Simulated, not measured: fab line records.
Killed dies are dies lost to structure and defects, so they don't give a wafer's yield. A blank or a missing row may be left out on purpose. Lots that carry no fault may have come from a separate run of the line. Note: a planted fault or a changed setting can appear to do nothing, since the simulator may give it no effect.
Which tool was responsible? | flow sky130 | Sampling: 10 lots, 30 wafers, 2 of 708 route steps

== WHAT THE GAUGES SHOWED, per wafer ==
SKY_FIELD_ISO_THK_MEAS_25. Usual: FIELD_ISO_CVD_24_THK 594 nm, standard deviation 6.3.
lot  | measured    | on            | FIELD_ISO_CVD_24_THK (nm) | flag
L729 | day 2 09:10 | film_metro-04 | 578 590 584               |
L730 | day 2 11:44 | film_metro-04 | 592 600 609               |
L731 | day 2 19:23 | film_metro-04 | 592 585 597               |
L732 | day 3 00:50 | film_metro-01 | 588 594 600               |
L734 | day 3 09:56 | film_metro-01 | 601 585 602               |
L742 | day 5 04:58 | film_metro-04 | 699 597 594               | OFF
L743 | day 5 11:20 | film_metro-01 | 696 691 591               | OFF
L745 | day 5 22:00 | film_metro-02 | 596 600 601               |
L747 | day 6 04:10 | film_metro-01 | 602 595 599               |
L752 | day 7 06:43 | film_metro-02 | 593 599 607               |

== TOOL THAT RAN EACH LOT (tool first, then ch and the chambers of the sampled wafers, then the start) ==
lot  | SKY_FIELD_ISO_CVD_24
L729 | hdpcvd-01 ch 0,2, day 2 09:05
L730 | hdpcvd-02 ch 0,2, day 2 11:40
L731 | hdpcvd-02 ch 0,1,2, day 2 19:18
L732 | hdpcvd-02 ch 0,1,2, day 3 00:44
L734 | hdpcvd-02 ch 0,1,2, day 3 09:52
L742 | hdpcvd-02 ch 0,1,2, day 5 04:53
L743 | hdpcvd-02 ch 0,2, day 5 11:14
L745 | hdpcvd-01 ch 0,1,2, day 5 21:55
L747 | hdpcvd-01 ch 0,1, day 6 04:05
L752 | hdpcvd-01 ch 1,2, day 7 06:39
- SKY_FIELD_ISO_CVD_24: deposits SiO2, target thk 595 nm, time 99.2 s.

== AS READ BY THE TOOLS THEMSELVES (means over the sampled wafers that have a number; for cases with no such wafer, the mark the record gives instead) ==
The record holds no such reading with a usual standard deviation.

== THE ANSWER, worked out from the rows above alone ==
Rule: a lot is off if the mean of its wafers that have a number lies more than 3 standard deviations from the usual mean. A lot without any number at a reading at which 4 lots or more have one is off too. All remaining lots with rows at the step are treated as sound. First the gauges in route order, then the tools' own readings, where a lot's mean is used as printed above. At the first step where some lot is off, the reading lying furthest off is the one used; lots without a number count as furthest.
Off: L742, L743, seen at SKY_FIELD_ISO_THK_MEAS_25 (FIELD_ISO_CVD_24_THK).
A tool fits if, at a process step before that reading, it ran every lot that is off, and no sound lot after the first of them. Gauges at SKY_FIELD_ISO_THK_MEAS_25: tried the same way as those tools. One candidate fits, namely hdpcvd-02 at SKY_FIELD_ISO_CVD_24. A fault onset in the window from L734 (day 3 09:52, its last sound lot) to L742 (day 5 04:53, its first lot off) fits.

== WHAT HAD BEEN PUT IN BY THE SIMULATOR ==
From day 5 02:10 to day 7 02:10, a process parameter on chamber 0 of hdpcvd-02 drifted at SKY_FIELD_ISO_CVD_24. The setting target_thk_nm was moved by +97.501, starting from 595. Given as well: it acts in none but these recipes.
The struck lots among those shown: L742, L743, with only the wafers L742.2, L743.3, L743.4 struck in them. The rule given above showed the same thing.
